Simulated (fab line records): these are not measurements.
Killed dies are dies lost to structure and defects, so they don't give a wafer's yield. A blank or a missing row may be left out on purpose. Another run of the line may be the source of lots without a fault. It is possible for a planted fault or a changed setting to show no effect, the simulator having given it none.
Comparing a struck lot with a sound one || flow sky130 || 15 out of 708 route steps
Sound: the wafers L435.1, L435.3, L435.4. Wafers struck: L443.2, L443.3, L443.5. The cause comes at the end.
Order at every step that has rows: each side's tool, ch and its chambers, its first start. Under that, the readings that differ: sound wafers || struck wafers || difference of the means || sigmas: that difference in standard deviations of wafers without a fault.
alike: a reading whose means differ by less than 2 such deviations, as well as words and numbers matching on both sides. not compared: withheld readings; readings where some wafer has no value; bounds like >300 that might hide an equal value; numbers whose values overlap and for which the record gives no deviation.
A row with sigmas, a row that says differs or no value, or rows on one side alone: a step with any of these is where the two part. Non-overlapping numbers with no deviation appear without sigmas and do not part them. A reading missing from all wafers of one side parts the sides only when that side holds two or more wafers.

first, 1 step without rows for these wafers: SKY_LDD_HVP_IMPLANT_08.
SKY_LDD_HVP_STRIP_09: strips in O2/N2.
  sound on plasma asher-03 ch 0,1, day 23 22:19; struck on plasma asher-02 ch 0,1, day 25 17:49
{"reading": "strip time to endpoint s (s)", "sound": "4.149 4.156 4.157", "struck": "4.122 4.114 4.110", "difference": -0.039, "sigmas": -3}
  alike: drypump motor current A, oes product au
  not compared: rf hours counter h
SKY_LDD_HVP_TW_MEAS_10:
  sound: film metro-02 at day 23 22:25; struck: film metro-03 at day 25 17:55
  alike: LDD_HVP_TW
then, 7 steps without rows for these wafers: SKY_LDD_LDN_DEHYDRATE_00 (time 60 s); SKY_LDD_LDN_HMDS_01 (prime time 60 s); SKY_LDD_LDN_COAT_02 (resist thk 1140 nm); SKY_LDD_LDN_SOFTBAKE_03 (time 60 s); SKY_LDD_LDN_EXPOSE_04 (exposes mask LDNTM, target cd 700 nm); SKY_LDD_LDN_PEB_05; SKY_LDD_LDN_DEVELOP_06 (develop time 60 s).
SKY_LDD_LDN_OVL_MEAS_07:
  sound: overlay-01 at day 25 03:46; struck: overlay-01 at day 26 22:32
  alike: LDD_LDN_OVL
then, 1 step without rows for these wafers: SKY_LDD_LDN_IMPLANT_08.
SKY_LDD_LDN_IMPLANT_09:
  sound on implanter-02 ch 0, day 25 03:58; struck on implanter-01 ch 0, day 26 22:44
{"reading": "dose ions cm2", "sound": "1.2507e+13 1.2506e+13 1.2493e+13", "struck": "1.0947e+13 1.0943e+13 1.0958e+13", "difference": -1.5527e+12, "sigmas": "-99 or more"}
{"reading": "faraday current uA", "sound": "70.7 71.4 72.8", "struck": "64.5 59.9 62.7", "difference": -9.3, "sigmas": -7}
then, 1 step without rows for these wafers: SKY_LDD_LDN_IMPLANT_10.
-- record jumps: 22 days separate the struck wafers' starts on either side; left off in module LDD_LDN, taken up again in module PAD_OPEN, whose first shown step is the route's number 708 --
SKY_PAD_OPEN_PROBE_99:
  sound: prober-02 at day 47 05:01; struck: prober-02 at day 48 12:42
{"reading": "killed at front end", "sound": "13 13 8", "struck": "19 26 29", "difference": "+13", "sigmas": "+3"}
  alike: killed_at_M0_to_M3, killed_at_M4_up, killed at contacts, killed at other, killed dies, killed open, killed short

== WHERE THEY PART ==
At SKY_LDD_HVP_STRIP_09 first; at SKY_PAD_OPEN_PROBE_99 last (within this record only).

WHY: whatever the simulator had introduced
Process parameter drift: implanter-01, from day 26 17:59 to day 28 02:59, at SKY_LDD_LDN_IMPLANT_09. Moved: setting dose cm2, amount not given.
